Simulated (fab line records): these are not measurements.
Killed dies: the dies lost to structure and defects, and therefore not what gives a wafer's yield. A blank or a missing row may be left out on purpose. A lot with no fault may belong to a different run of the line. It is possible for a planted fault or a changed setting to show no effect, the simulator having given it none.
Problem report, 8D (eight disciplines) form, completed by code || flow sfqLine || the parts of the form that need people (team, actions taken, sign-off) are left out

## 1. WHAT WENT WRONG
At SFQ_TRILAYER_I2_VIA_BARC_OPEN_VIA_ETCH_096, chamberPressureMTorr averages 35.99 mTorr over 2 wafers from 2 lots, while fault-free wafers read 30.00 mTorr, standard deviation 0.03. That is +99 or more standard deviations from the usual mean.
The step: etches BARC in O2, target depth 125 nm, time 41.7 s.
First observed at day 41 00:24: wafer L597.6, on rieDiel-02. The record holds 42 wafers of 14 lots with a number at this step. The rule behind "out" and "out of limits": a value lying over 4 standard deviations away from the usual mean. The rest of the wafers with a number are treated as sound.

## 2. WHAT IT IS, WHAT IT ISN'T
{"question": "which readings at this step", "is": "chamberPressureMTorr", "is not": "biasW, drypumpMotorCurrentA, oesProductAu"}
{"question": "which lots", "is": "L597, L600", "is not": "L585, L586, L587, L589, L591, L593, L598, L599, L604, L606, L607, L608"}
{"question": "which wafers of those lots", "is": "L597.6, L600.6", "is not": "L597.1, L597.4, L600.2, L600.3"}
{"question": "read on which tools", "is": "rieDiel-02", "is not": "rieDiel-01, rieDiel-03"}
{"question": "when", "is": "from day 41 00:24", "is not": "up to then (20 sound wafers); but 20 sound wafers of L598, L599, L600, L604, L606, L607, L608 came after"}

## 3. WHAT RULES OUT EACH SUSPECT
Counting: any tool at a process step up to the reading remains a suspect provided it ran every lot that is out. Sound lots after the first of them don't rule it out here, since some wafers of a struck lot are sound.
- rieDiel-02 at SFQ_TRILAYER_I2_VIA_BARC_OPEN_VIA_ETCH_096 (etches BARC in O2, target depth 125 nm, time 41.7 s): kept. It ran every lot that is out, first L597 (day 41 00:24); its last sound lot up to then is L589 (day 30 01:25). Its own readings are out on those wafers: chamberPressureMTorr.
- In rieDiel-02 at SFQ_TRILAYER_I2_VIA_BARC_OPEN_VIA_ETCH_096, the wafers that are out were processed in chamber 0 and their sound lot-mates in chambers 1, 2.
Remaining after the count: rieDiel-02 at SFQ_TRILAYER_I2_VIA_BARC_OPEN_VIA_ETCH_096.

## 4. THE CAUSE (what the simulator had put in)
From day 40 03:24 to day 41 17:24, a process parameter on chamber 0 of rieDiel-02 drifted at SFQ_TRILAYER_I2_VIA_BARC_OPEN_VIA_ETCH_096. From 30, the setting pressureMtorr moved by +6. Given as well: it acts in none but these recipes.
Only this tool survived the counting.

## 5. THE CHAIN OF EFFECTS, in route order
Rows list readings where the struck wafers' mean (over those with a number) sits beyond 3 standard deviations from the usual. Scope: only readings with a usual standard deviation given in the record; hours: median across lots of the time from each lot's start at the first step in this table that gives one to its start at this step; sigmas: change in usual standard deviations.
{"hours": 0, "step": "SFQ_TRILAYER_I2_VIA_BARC_OPEN_VIA_ETCH_096", "reading": "chamberPressureMTorr", "usual": "30.00 mTorr", "on struck wafers": 35.99, "change": "+5.99", "sigmas": "+99 or more"}
The process steps in it:
- SFQ_TRILAYER_I2_VIA_BARC_OPEN_VIA_ETCH_096: etches BARC in O2, target depth 125 nm, time 41.7 s.
Later steps that measure or inspect, where all struck wafers having a row at the step show a number for every such reading and not one has moved that far: SFQ_I3_BOW_MEAS_922.

## 6. HOW IT WOULD HAVE BEEN CAUGHT EARLIER
In this record no reading fell out of limits until day 41 00:24, 21 hours after the fault had begun at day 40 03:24.
